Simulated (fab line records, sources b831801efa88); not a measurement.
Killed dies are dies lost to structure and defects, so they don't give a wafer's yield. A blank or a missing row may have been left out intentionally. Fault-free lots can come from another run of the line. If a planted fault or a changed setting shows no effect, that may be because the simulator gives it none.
The tool behind it: which one? || flow gf180mcu || Sampling: 6 lots, 18 wafers, 5 of 602 route steps

## WHAT EACH GAUGE READ, for each wafer
GF_M4_CD_MEAS_14: target cd 280 nm.
{"lot": "L955", "measured": "day 24 05:25", "on": "cd sem-01", "cd nm (nm)": "279.5 279.7 279.5"}
{"lot": "L958", "measured": "day 25 06:59", "on": "cd sem-02", "cd nm (nm)": "278.7 278.0 279.9"}
{"lot": "L962", "measured": "day 26 19:30", "on": "cd sem-02", "cd nm (nm)": "280.7 281.5 281.0"}
{"lot": "L965", "measured": "day 27 12:29", "on": "cd sem-02", "cd nm (nm)": "281.0 280.8 279.7"}
{"lot": "L970", "measured": "day 28 23:22", "on": "cd sem-01", "cd nm (nm)": "294.3 294.1 295.5"}
{"lot": "L972", "measured": "day 29 18:09", "on": "cd sem-02", "cd nm (nm)": "294.1 294.1 294.7"}

## EACH LOT AND THE TOOL THAT RAN IT (in order: tool; ch and the chambers of the sampled wafers; start)
{"lot": "L955", "GF_V3_CMP_04": "cmp-02 ch 1,3, day 22 05:56", "GF_M4_SPUTTER_03": "pvd sputter-04, day 23 06:40", "GF_M4_SPUTTER_04": "pvd sputter-04, day 23 06:41", "GF_M4_PEB_12": "litho track-03 ch 0, day 24 05:04"}
{"lot": "L958", "GF_V3_CMP_04": "cmp-01 ch 0,1,2, day 23 08:08", "GF_M4_SPUTTER_03": "pvd sputter-01, day 24 08:58", "GF_M4_SPUTTER_04": "pvd sputter-01, day 24 08:59", "GF_M4_PEB_12": "litho track-03 ch 0, day 25 06:33"}
{"lot": "L962", "GF_V3_CMP_04": "cmp-02 ch 0,2,3, day 24 23:48", "GF_M4_SPUTTER_03": "pvd sputter-02, day 25 23:02", "GF_M4_SPUTTER_04": "pvd sputter-02, day 25 23:03", "GF_M4_PEB_12": "litho track-04 ch 0, day 26 19:10"}
{"lot": "L965", "GF_V3_CMP_04": "cmp-01 ch 0,3, day 25 17:23", "GF_M4_SPUTTER_03": "pvd sputter-01, day 26 16:41", "GF_M4_SPUTTER_04": "pvd sputter-01, day 26 16:42", "GF_M4_PEB_12": "litho track-04 ch 0, day 27 12:08"}
{"lot": "L970", "GF_V3_CMP_04": "cmp-02 ch 0,1,2, day 27 06:43", "GF_M4_SPUTTER_03": "pvd sputter-04, day 28 04:23", "GF_M4_SPUTTER_04": "pvd sputter-04, day 28 04:24", "GF_M4_PEB_12": "litho track-01 ch 0, day 28 23:02"}
{"lot": "L972", "GF_V3_CMP_04": "cmp-02 ch 1,2,3, day 28 01:26", "GF_M4_SPUTTER_03": "pvd sputter-01, day 28 22:29", "GF_M4_SPUTTER_04": "pvd sputter-01, day 28 22:31", "GF_M4_PEB_12": "litho track-01 ch 0, day 29 17:49"}
- GF_V3_CMP_04: polishes SiO2.
- GF_M4_SPUTTER_03: material Ti, target thk 10 nm, time 6.7 s.
- GF_M4_SPUTTER_04: material TiN, target thk 50 nm, time 41.7 s.
- GF_M4_PEB_12: peb time 90 s.

## THE ANSWER, worked out from the rows above alone
Rule: usual is defined by the lots themselves. The widest of any qualifying gaps counts: lots, ordered by their means at a reading, are off when they make up no more than a third of the lots, leave a main group of 4 or more, and stand apart from it by 3 or more times the standard deviation of that group's means. A main group whose means are all the same, to the digits that the tables above print for the reading, isn't used. A lot without any number at a reading at which 4 lots or more have one is off too. The other lots that the step has rows for count as sound.
Off: L970, L972 (GF_M4_CD_MEAS_14, cd nm). The main group has a mean of 280.0 nm with a standard deviation of 0.85.
A tool fits if, at a process step before that reading, it ran every lot that is off, and no sound lot after the first of them. Those tools and the gauges at GF_M4_CD_MEAS_14 are tried in the same way. Undecided on this evidence; 2 tools fit (cmp-02 at GF_V3_CMP_04, litho track-01 at GF_M4_PEB_12).

## WHAT HAD BEEN PUT IN BY THE SIMULATOR
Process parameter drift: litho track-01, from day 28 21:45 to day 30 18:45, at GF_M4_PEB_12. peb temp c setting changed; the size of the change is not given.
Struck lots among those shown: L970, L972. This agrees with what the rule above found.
